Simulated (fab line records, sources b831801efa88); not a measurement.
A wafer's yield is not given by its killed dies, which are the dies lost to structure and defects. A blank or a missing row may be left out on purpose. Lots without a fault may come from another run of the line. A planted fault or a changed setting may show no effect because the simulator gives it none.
What tool caused it? -- flow sky130 -- Sampling: 13 lots, 39 wafers, 2 of 708 route steps

== WHAT THE GAUGES READ, wafer by wafer ==
SKY_VIA3_OVL_MEAS_13. Usual: VIA3_OVL typically reads 2 nm, with standard deviation 4.6.
lot,measured,on,VIA3_OVL (nm),flag
L742,day 40 01:05,overlay-01,2 6 3,
L743,day 40 03:49,overlay-02,9 -2 -2,
L746,day 41 04:00,overlay-02,-3 4 -6,
L748,day 41 16:20,overlay-02,2 9 4,
L749,day 42 00:48,overlay-02,1 8 10,
L750,day 42 12:42,overlay-02,-5 -3 0,
L753,day 43 02:13,overlay-02,-1 -7 -4,
L754,day 44 09:08,overlay-02,2 -2 -7,
L756,day 44 11:11,overlay-02,-7 1 1,
L758,day 44 12:28,overlay-02,3 -1 3,
L759,day 44 13:52,overlay-02,3 1 2,
L761,day 45 01:29,overlay-02,6 9 11,
L764,day 45 21:04,overlay-02,8 3 8,

== TOOL THAT RAN EACH LOT (tool first, then ch and the chambers of the sampled wafers, then the start) ==
lot,SKY_CONTACT_ETCH_18
L742,"rieDiel-04 ch 2,3, day 31 23:00"
L743,"rieDiel-03 ch 1,2,3, day 32 03:00"
L746,"rieDiel-01 ch 0,3, day 33 05:00"
L748,"rieDiel-03 ch 1,2,3, day 33 20:00"
L749,"rieDiel-04 ch 0, day 34 05:00"
L750,"rieDiel-04 ch 0,1,3, day 34 19:00"
L753,"rieDiel-03 ch 0,3, day 35 11:00"
L754,"rieDiel-03 ch 0,1, day 36 21:00"
L756,"rieDiel-04 ch 0,1,3, day 36 21:00"
L758,"rieDiel-04 ch 0,1,2, day 36 23:00"
L759,"rieDiel-04 ch 0,1,2, day 37 01:00"
L761,"rieDiel-04 ch 0,1,2, day 37 15:00"
L764,"rieDiel-03 ch 0,2,3, day 38 16:00"
- SKY_CONTACT_ETCH_18: etches Si3N4 in CHF3/O2, stops on TiN, time 39 s, target depth 75 nm.

== WHAT THE TOOLS THEMSELVES READ (means of the sampled wafers that have a number; where no wafer has one, the mark that the record gives instead) ==
SKY_CONTACT_ETCH_18. Usual: drypumpMotorCurrentA 5.6 A, standard deviation 0.49; oesProductAu 0.856 a.u., standard deviation 0.0079; rfFwdPowerW 592.7 W, standard deviation 2.6; throttleValvePct 8.793 %, standard deviation 0.0086.
lot,tool,drypumpMotorCurrentA (A),oesProductAu (a.u.),rfFwdPowerW (W),throttleValvePct (%),flag
L742,rieDiel-04,6.0,0.848,594.0,8.796,
L743,rieDiel-03,5.6,0.851,591.9,8.793,
L746,rieDiel-01,5.8,0.868,594.5,8.792,
L748,rieDiel-03,5.6,0.854,590.8,8.795,
L749,rieDiel-04,5.7,0.867,591.1,8.791,
L750,rieDiel-04,5.6,0.847,593.8,8.793,
L753,rieDiel-03,5.0,0.860,594.1,8.793,
L754,rieDiel-03,4.7,0.859,594.9,8.791,
L756,rieDiel-04,5.6,0.848,594.4,8.795,
L758,rieDiel-04,5.7,0.851,592.9,8.786,
L759,rieDiel-04,5.7,0.859,590.6,8.795,
L761,rieDiel-04,5.7,0.854,590.9,8.794,
L764,rieDiel-03,5.5,0.858,590.2,8.797,

== THE ANSWER, worked out from the rows above alone ==
Rule: a lot counts as off when the mean over its wafers that have a number is more than 3 standard deviations away from the usual mean. Also off: a lot with no number at a reading for which 4 or more lots have one. Where the step has rows for the other lots, those lots are counted as sound. After the gauges, taken in route order, come the tools' own readings; for these a lot's mean is taken, as printed above. At the first step where some lot is off, the reading lying furthest off is the one used; lots without a number count as furthest.
No lot is off at any reading shown: from this, nothing can be told.

== WHAT WAS PUT IN BY THE SIMULATOR ==
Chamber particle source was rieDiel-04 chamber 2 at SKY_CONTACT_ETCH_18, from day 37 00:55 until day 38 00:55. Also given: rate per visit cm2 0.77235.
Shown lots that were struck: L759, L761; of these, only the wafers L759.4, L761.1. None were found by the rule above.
